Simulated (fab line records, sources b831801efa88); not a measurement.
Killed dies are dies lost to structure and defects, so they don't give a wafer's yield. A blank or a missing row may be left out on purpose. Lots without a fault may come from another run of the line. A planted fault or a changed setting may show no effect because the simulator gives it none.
Which tool did it? | flow sky130 | 6 lots, 18 wafers sampled, at 1 step of a route of 708

WHAT THE GAUGES READ, wafer by wafer
SKY_PWDE_TW_MEAS_10.
lot  | measured    | on            | PWDE_TW
L566 | day 4 00:22 | film_metro-04 | 371 368 369
L568 | day 4 15:22 | film_metro-03 | 365 367 366
L570 | day 5 03:13 | film_metro-04 | 372 372 373
L577 | day 6 14:08 | film_metro-04 | 375 372 371
L583 | day 8 10:25 | film_metro-04 | 369 371 372
L586 | day 8 22:26 | film_metro-01 | 375 374 377

WHICH TOOL RAN EACH LOT (tool, then ch and the chambers of the sampled wafers, then the start)
The record holds no process step before these readings.

THE ANSWER, worked out from the rows above alone
Rule: what is usual is taken from the lots themselves. Put in order of their means at a reading, lots are off if they are a third of the lots or fewer, leave a main group of 4 or more, and stand apart from it by a gap of 3 or more times the standard deviation of the main group's means; of several such gaps the widest counts. A main group whose means are all the same, to the digits that the tables above print for the reading, isn't used. A lot without any number at a reading at which 4 lots or more have one is off too. The other lots that the step has rows for count as sound.
No lot is off at any reading shown: from this, nothing can be told.

WHAT THE SIMULATOR HAD PUT IN
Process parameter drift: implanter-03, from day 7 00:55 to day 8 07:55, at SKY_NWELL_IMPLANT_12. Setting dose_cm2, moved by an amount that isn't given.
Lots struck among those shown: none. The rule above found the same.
